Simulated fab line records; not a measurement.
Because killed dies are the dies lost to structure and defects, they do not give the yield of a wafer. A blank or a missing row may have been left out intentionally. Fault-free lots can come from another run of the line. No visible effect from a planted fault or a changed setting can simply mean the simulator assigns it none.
Code-filled problem report in 8D (eight disciplines) form || flow gf180mcu || the parts of the form that need people (team, actions taken, sign-off) are left out

1. WHAT WENT WRONG
Mean LVPWELL_TW at GF_LVPWELL_TW_MEAS_11: 486 over 6 wafers in 2 lots; fault-free wafers: 561, standard deviation 4.1. Relative to the usual mean, that is a shift of -18 standard deviations.
Earliest sighting: wafer L557.1 on film-metro-03 at day 6 22:14. The record holds 36 wafers of 12 lots with a number at this step. Rule for "out", or "out of limits": more than 4 standard deviations from the usual mean. All remaining wafers that have a number are taken as sound.

2. WHAT THIS IS AND IS NOT
{"question": "which readings at this step", "is": "LVPWELL_TW", "is not": "-"}
{"question": "which lots", "is": "L557, L560", "is not": "L545, L546, L549, L551, L552, L553, L556, L564, L565, L566"}
{"question": "which wafers of those lots", "is": "all that have a number", "is not": "-"}
{"question": "read on which gauges", "is": "film-metro-02, film-metro-03", "is not": "film-metro-01"}
{"question": "when", "is": "from day 6 22:14", "is not": "up to then (21 sound wafers); but 9 sound wafers of L564, L565, L566 came after"}

3. SUSPECTS, AND WHAT RULES EACH OUT
Counting: any tool at a process step up to the reading is kept as a suspect provided that every lot that is out went through it and no sound lot did after the first of them.
- the gauge at GF_LVPWELL_TW_MEAS_11: ruled out. Those wafers that are out were read across 2 gauges (film-metro-02, film-metro-03).
- implanter-03 at GF_LVPWELL_IMPLANT_08: kept. Every lot that is out went through it, starting with L557 (day 6 21:50), and after that it ran no sound lot; the last sound lot it ran before then is L553 (day 5 22:53). On those wafers its own readings are out: dose-ions-cm2, faraday-current-uA.
After counting, what remains is implanter-03 at GF_LVPWELL_IMPLANT_08.

4. THE CAUSE (what the simulator had put in)
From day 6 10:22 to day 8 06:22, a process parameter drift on implanter-03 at GF_LVPWELL_IMPLANT_08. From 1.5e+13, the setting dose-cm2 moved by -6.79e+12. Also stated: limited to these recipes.
Counting left only this tool.

5. THE EFFECT CHAIN, in route order
Each row: a reading whose mean over the struck wafers that have a number lies more than 3 standard deviations from the usual. Scope: only readings with a usual standard deviation given in the record; hours: median across lots of the time from each lot's start at the first step in this table that gives one to its start at this step; sigmas: change in usual standard deviations.
{"hours": 0, "step": "GF_LVPWELL_IMPLANT_08", "reading": "dose-ions-cm2", "usual": 1.5002e+13, "on struck wafers": 8.2160e+12, "change": -6.7860e+12, "sigmas": "-99 or more"}
{"hours": 0, "step": "GF_LVPWELL_IMPLANT_08", "reading": "faraday-current-uA", "usual": 84.3, "on struck wafers": 46.5, "change": -37.8, "sigmas": -22}
{"hours": 0, "step": "GF_LVPWELL_TW_MEAS_11", "reading": "LVPWELL_TW", "usual": 561, "on struck wafers": 486, "change": -76, "sigmas": -18}
{"hours": 104, "step": "GF_VT_IMPLANT_RS_MEAS_48", "reading": "LVPWELL_RS", "usual": "1196.7 ohm/sq", "on struck wafers": 1606.0, "change": "+409.3", "sigmas": "+99 or more"}
Here are the process steps it includes:
- GF_LVPWELL_IMPLANT_08

6. HOW IT WOULD HAVE BEEN CAUGHT EARLIER
In this record the first reading out of limits at a measuring or inspecting step was taken at day 6 22:14, 12 hours after the fault began at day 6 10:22.
Tool's own readings at GF_LVPWELL_IMPLANT_08, dose-ions-cm2, faraday-current-uA: out on all struck wafers the step has rows for; an alarm limit on them would have tripped on the first.
Among the 2 lots that are out, L560 began GF_LVPWELL_IMPLANT_08 on implanter-03 after day 6 22:14. Holding the tool at that time would have saved it.
